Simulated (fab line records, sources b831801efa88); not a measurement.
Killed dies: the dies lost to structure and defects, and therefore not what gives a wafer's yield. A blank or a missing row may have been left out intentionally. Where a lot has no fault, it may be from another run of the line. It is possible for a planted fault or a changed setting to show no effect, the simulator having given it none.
Matching of chambers	flow sky130	pecvd-03 running SKY_PASSIVATION_CVD_00: 3 sister chambers
The step deposits SiO2, target thk 90 nm. 14 wafers are shown with their chamber, then 7 later ones without.

WAFERS WITH THEIR CHAMBER
wafer	chamber	heaterPowerW (W)
L370.1	0	758
L370.3	1	708
L370.4	0	738
L372.2	0	708
L372.3	1	641
L372.5	1	669
L374.3	2	665
L374.4	1	729
L374.5	2	655
L375.3	1	725
L375.4	0	625
L375.5	1	709
L378.1	1	689
L378.3	2	676

SIGNATURES (averages over the wafers above)
reading	chamber 0	chamber 1	chamber 2	scatter within a chamber
heaterPowerW	707.25	695.71	665.33	38.8
Rule: a wafer's distance from a chamber is the root of the sum, over the readings, of the square of ((its reading less the chamber's mean) divided by the reading's scatter). If the next closest chamber is less than 2 further off than the closest, the wafer can't be placed; otherwise it belongs to the closest. The scatter: take each reading less its chamber's mean, square it, sum over the shown wafers, divide by the number of wafers less the number of chambers, and take the root.

WAFERS WITH NO CHAMBER GIVEN
wafer	heaterPowerW (W)
L378.4	722
L381.1	662
L381.5	673
L381.6	671
L390.3	622
L390.4	732
L390.5	635

WHICH CHAMBER EACH WENT THROUGH
wafer	from the rows above	in truth
L378.4	can't be placed: 0 or 1 or 2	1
L381.1	can't be placed: 2 or 1 or 0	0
L381.5	can't be placed: 2 or 1 or 0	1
L381.6	can't be placed: 2 or 1 or 0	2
L390.3	can't be placed: 2 or 1 or 0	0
L390.4	can't be placed: 0 or 1 or 2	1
L390.5	can't be placed: 2 or 1 or 0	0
Correct placement for 0 of the 7. These rows do not allow placing 7 (true chamber among the candidates in 7). 0 placed wrongly.
